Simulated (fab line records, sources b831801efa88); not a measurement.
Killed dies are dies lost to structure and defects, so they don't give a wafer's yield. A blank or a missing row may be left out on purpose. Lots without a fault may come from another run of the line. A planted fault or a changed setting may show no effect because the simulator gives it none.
A struck lot beside a sound one | flow gf180mcu | 15 steps out of a route of 602
Sound: wafers L455.1, L455.3, L455.5. Struck: wafers L468.1, L468.2, L468.5. The cause comes at the end.
At each step with rows: each side's tool, then ch and its chambers, then its first start. Under that, the readings that differ: sound wafers | struck wafers | difference of the means | sigmas: that difference in standard deviations of wafers without a fault.
alike: readings whose means differ by less than 2 such deviations, and words and numbers that are the same on both sides. not compared: withheld readings, readings that some wafer has no value for, bounds like >300 that may hide the same value, and numbers for which the record gives no deviation and whose values overlap.
The two part at a step that has a row with sigmas, a row that says differs or no value, or rows on one side only. Numbers that don't overlap but have no deviation are shown without sigmas and don't part them. A reading that every wafer of one side lacks parts them only if that side has two wafers or more.

first, 4 steps without rows for these wafers: GF_LVPWELL_SOFTBAKE_03; GF_LVPWELL_EXPOSE_04 (exposes mask LVPWELL, target cd 600 nm); GF_LVPWELL_PEB_05; GF_LVPWELL_DEVELOP_06 (develop time 60 s).
GF_LVPWELL_OVL_MEAS_07:
  sound on overlay-02, day 4 21:02; struck on overlay-02, day 7 22:47
  alike: LVPWELL_OVL
then, 2 steps without rows for these wafers: GF_LVPWELL_IMPLANT_08; GF_LVPWELL_IMPLANT_09.
GF_LVPWELL_STRIP_10: strips in O2/N2.
  sound on plasma_asher-02 ch 0,1, day 4 21:22; struck on plasma_asher-02 ch 0,1, day 7 23:07
  reading             | sound          | struck         | difference | sigmas
  o2_flow_sccm (sccm) | 2992 2991 2986 | 3016 2996 3010 | +18        | +2
  alike: drypump_motor_current_A, heater_power_w, oes_product_au, platen_temp_c, strip_time_to_endpoint_s
  not compared: rf_hours_counter_h
GF_LVPWELL_TW_MEAS_11:
  sound on film_metro-02, day 4 21:28; struck on film_metro-04, day 7 23:13
  reading    | sound       | struck      | difference | sigmas
  LVPWELL_TW | 563 560 562 | 549 548 544 | -15        | -3
then, 3 steps without rows for these wafers: GF_MVSD_DEHYDRATE_00 (time 60 s); GF_MVSD_HMDS_01 (prime time 60 s); GF_MVSD_COAT_02 (resist thk 3000 nm).
GF_MVSD_SOFTBAKE_03:
  sound on litho_track-03 ch 0, day 5 04:50; struck on litho_track-01 ch 0, day 8 07:26
  reading                  | sound                | struck               | difference | sigmas
  heater_power_total_W (W) | 65.35 65.37 65.39    | 66.46 66.63 66.39    | +1.12      | +9
  plate_temp_C (C)         | 110.08 109.97 109.89 | 111.59 111.45 111.78 | +1.63      | +14
  alike: resist_line_temp_C
then, 1 step without rows for these wafers: GF_MVSD_EXPOSE_04 (exposes mask MVSD, target cd 1000 nm).
GF_PASSIVATION_PROBE_99:
  the record has rows for the sound wafers here (prober-02, day 30 20:08) and none for the struck ones

WHERE THEY PART
First at GF_LVPWELL_STRIP_10; last, within this record, at GF_PASSIVATION_PROBE_99.

WHY: what the simulator had put in
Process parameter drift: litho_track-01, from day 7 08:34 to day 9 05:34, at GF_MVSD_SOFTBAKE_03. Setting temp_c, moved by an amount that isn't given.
